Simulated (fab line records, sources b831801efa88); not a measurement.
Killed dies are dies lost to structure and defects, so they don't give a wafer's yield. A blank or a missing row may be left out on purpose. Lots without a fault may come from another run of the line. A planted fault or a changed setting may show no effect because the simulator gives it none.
Which tool did it? | flow gf180mcu | 6 lots, 18 wafers sampled, at 2 steps of a route of 602

WHAT THE GAUGES READ, wafer by wafer
GF_STI_THK_MEAS_30.
lot  | measured    | on            | STI_OXIDATION_02_THK (nm)
L790 | day 2 22:02 | film_metro-04 | 10.35 10.03 9.93
L793 | day 3 06:11 | film_metro-04 | 9.92 9.98 10.11
L795 | day 3 16:16 | film_metro-04 | 9.88 9.82 9.92
L797 | day 4 00:43 | film_metro-03 | 10.05 10.10 10.18
L800 | day 4 16:52 | film_metro-03 | 10.56 10.34 10.41
L807 | day 6 03:25 | film_metro-04 | 15.60 15.65 15.60

WHICH TOOL RAN EACH LOT (tool, then ch and the chambers of the sampled wafers, then the start)
lot  | GF_STI_OXIDATION_29
L790 | furnace-02 ch 0, day 2 20:38
L793 | furnace-01 ch 0, day 3 04:48
L795 | furnace-01 ch 0, day 3 14:51
L797 | furnace-01 ch 0, day 3 23:19
L800 | furnace-01 ch 0, day 4 15:28
L807 | furnace-01 ch 0, day 6 02:01
- GF_STI_OXIDATION_29: stabilise 600 s, purge 300 s, target thk 10 nm.

THE ANSWER, worked out from the rows above alone
Rule: what is usual is taken from the lots themselves. Put in order of their means at a reading, lots are off if they are a third of the lots or fewer, leave a main group of 4 or more, and stand apart from it by a gap of 3 or more times the standard deviation of the main group's means; of several such gaps the widest counts. A main group whose means are all the same, to the digits that the tables above print for the reading, isn't used. A lot without any number at a reading at which 4 lots or more have one is off too. The other lots that the step has rows for count as sound.
Off: L807, at GF_STI_THK_MEAS_30 (STI_OXIDATION_02_THK). The main group: mean 10.11 nm, standard deviation 0.19.
A tool fits if, at a process step before that reading, it ran every lot that is off, and no sound lot after the first of them. The gauges at GF_STI_THK_MEAS_30 are tried like those tools. Can't be told from this: 2 tools fit, furnace-01 at GF_STI_OXIDATION_29, film_metro-04 at GF_STI_THK_MEAS_30.

WHAT THE SIMULATOR HAD PUT IN
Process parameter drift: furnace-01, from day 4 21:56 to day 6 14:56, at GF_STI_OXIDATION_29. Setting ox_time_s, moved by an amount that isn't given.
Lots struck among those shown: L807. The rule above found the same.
